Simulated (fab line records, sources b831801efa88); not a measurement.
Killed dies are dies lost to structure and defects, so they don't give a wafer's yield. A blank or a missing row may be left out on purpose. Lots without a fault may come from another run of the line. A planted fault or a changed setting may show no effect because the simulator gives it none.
Chamber matching | flow gf180mcu | GF_V4_CMP_26 on cmp-01: 4 sister chambers
The step polishes, stops on SiO2, t overpolish 15 s, target thk 0 nm. 22 wafers are shown with their chamber, then 11 later ones without.

WAFERS WITH THEIR CHAMBER
wafer  | chamber | motor_current_A (A) | slurry_filter_dp_kPa (kPa) | time_to_endpoint_s (s)
L083.1 | 1       | 10.1                | 13.39                      | 89.1
L083.3 | 3       | 11.4                | 13.70                      | 86.7
L083.6 | 0       | 11.4                | 13.24                      | 84.1
L085.3 | 0       | 11.7                | 13.38                      | 84.4
L085.4 | 2       | 9.9                 | 13.53                      | 83.6
L085.5 | 1       | 10.4                | 13.42                      | 86.8
L086.1 | 0       | 12.3                | 13.09                      | 82.9
L086.5 | 0       | 11.9                | 13.72                      | 81.0
L086.6 | 1       | 10.3                | 13.49                      | 86.9
L087.3 | 1       | 10.1                | 13.33                      | 91.5
L087.4 | 2       | 10.0                | 13.43                      | 84.5
L087.6 | 0       | 11.3                | 13.70                      | 85.1
L089.3 | 2       | 10.2                | 13.65                      | 84.9
L089.4 | 0       | 12.1                | 13.34                      | 85.7
L089.6 | 0       | 12.6                | 13.38                      | 86.4
L092.3 | 2       | 9.8                 | 13.67                      | 86.7
L092.5 | 1       | 10.5                | 13.49                      | 83.3
L092.6 | 0       | 12.1                | 13.55                      | 83.1
L091.2 | 2       | 10.3                | 13.49                      | 84.0
L091.3 | 3       | 11.1                | 13.63                      | 82.5
L091.4 | 0       | 11.9                | 13.60                      | 80.5
L094.2 | 0       | 12.1                | 13.71                      | 83.2

SIGNATURES (means of the wafers above)
reading              | chamber 0 | chamber 1 | chamber 2 | chamber 3 | scatter within a chamber
motor_current_A      | 11.940    | 10.280    | 10.040    | 11.250    | 0.312
slurry_filter_dp_kPa | 13.4710   | 13.4240   | 13.5540   | 13.6650   | 0.165
time_to_endpoint_s   | 83.640    | 87.520    | 84.740    | 84.600    | 2.16
Rule: a wafer's distance from a chamber is the root of the sum, over the readings, of the square of ((its reading less the chamber's mean) divided by the reading's scatter). The wafer belongs to the nearest chamber; if the next one is less than 2 further off, it can't be placed. The scatter: the root of (the sum of the squares of (reading less its chamber's mean) over the shown wafers, divided by (wafers less chambers)).

WAFERS WITHOUT THEIR CHAMBER
wafer  | motor_current_A (A) | slurry_filter_dp_kPa (kPa) | time_to_endpoint_s (s)
L094.4 | 11.3                | 13.38                      | 80.9
L094.6 | 12.3                | 13.32                      | 80.3
L095.3 | 10.0                | 13.80                      | 80.2
L095.4 | 10.3                | 13.55                      | 83.8
L095.5 | 11.2                | 13.35                      | 80.6
L096.4 | 11.7                | 13.47                      | 81.0
L096.5 | 11.0                | 13.34                      | 83.3
L096.6 | 10.2                | 13.16                      | 81.6
L097.2 | 12.0                | 13.43                      | 82.1
L097.3 | 10.3                | 13.44                      | 84.2
L097.5 | 12.2                | 13.41                      | 83.1

WHICH CHAMBER EACH WENT THROUGH
wafer  | from the rows above               | in truth
L094.4 | can't be placed: 3 or 0           | 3
L094.6 | 0                                 | 0
L095.3 | can't be placed: 2 or 1 or 3      | 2
L095.4 | can't be placed: 2 or 1           | 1
L095.5 | can't be placed: 3 or 0 or 2 or 1 | 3
L096.4 | can't be placed: 0 or 3           | 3
L096.5 | can't be placed: 3 or 1 or 0 or 2 | 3
L096.6 | can't be placed: 2 or 1 or 3      | 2
L097.2 | 0                                 | 0
L097.3 | can't be placed: 2 or 1           | 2
L097.5 | 0                                 | 0
Placed correctly: 3 of 11. Can't be placed from these rows: 8 (the true chamber is among the candidates in 8). Placed wrongly: 0.
